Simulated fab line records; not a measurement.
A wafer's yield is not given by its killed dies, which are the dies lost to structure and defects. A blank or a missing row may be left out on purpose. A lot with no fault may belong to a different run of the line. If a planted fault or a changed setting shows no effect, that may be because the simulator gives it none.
Chamber matching :: flow sky130 :: SKY_VIA3_CMP_24 on cmp-01: 4 sister chambers
The step polishes, stops on SiO2, t overpolish 20 s, target thk 0 nm. 4 wafers are shown with their chamber, then 7 later ones without.

WAFERS, EACH WITH ITS CHAMBER
wafer: L764.4
chamber: 2
time-to-endpoint-s (s): 95

wafer: L764.6
chamber: 0
time-to-endpoint-s (s): 93

wafer: L768.1
chamber: 1
time-to-endpoint-s (s): 107

wafer: L768.2
chamber: 3
time-to-endpoint-s (s): 96

WAFERS WITHOUT THEIR CHAMBER
wafer: L768.3
time-to-endpoint-s (s): 106

wafer: L770.2
time-to-endpoint-s (s): 94

wafer: L770.3
time-to-endpoint-s (s): 92

wafer: L770.5
time-to-endpoint-s (s): 98

wafer: L775.1
time-to-endpoint-s (s): 88

wafer: L775.3
time-to-endpoint-s (s): 92

wafer: L775.6
time-to-endpoint-s (s): 99

WHICH CHAMBER EACH ONE RAN IN
wafer: L768.3
from the rows above: 1
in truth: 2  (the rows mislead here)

wafer: L770.2
from the rows above: can't be placed: 0 or 2 or 3
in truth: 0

wafer: L770.3
from the rows above: can't be placed: 0 or 2 or 3
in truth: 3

wafer: L770.5
from the rows above: can't be placed: 3 or 2 or 0
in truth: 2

wafer: L775.1
from the rows above: can't be placed: 0 or 2 or 3
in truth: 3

wafer: L775.3
from the rows above: can't be placed: 0 or 2 or 3
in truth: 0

wafer: L775.6
from the rows above: can't be placed: 3 or 2 or 0
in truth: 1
Placed correctly: 0 of 7. From these rows, 6 cannot be placed; in 5 the true chamber is one of the candidates. Placed wrongly: 1.
How it was worked out, from the rows above alone: a wafer's distance from a chamber is the root of the sum, over the readings, of the square of ((its reading less the chamber's mean) divided by the reading's scatter). If the next closest chamber is less than 2 further off than the closest, the wafer can't be placed; otherwise it belongs to the closest. The mean given for a chamber averages the wafers shown for that chamber. The scatter (one wafer shown for each chamber): square how far every hidden wafer sits from the nearest shown wafer, average those squares and take the square root.
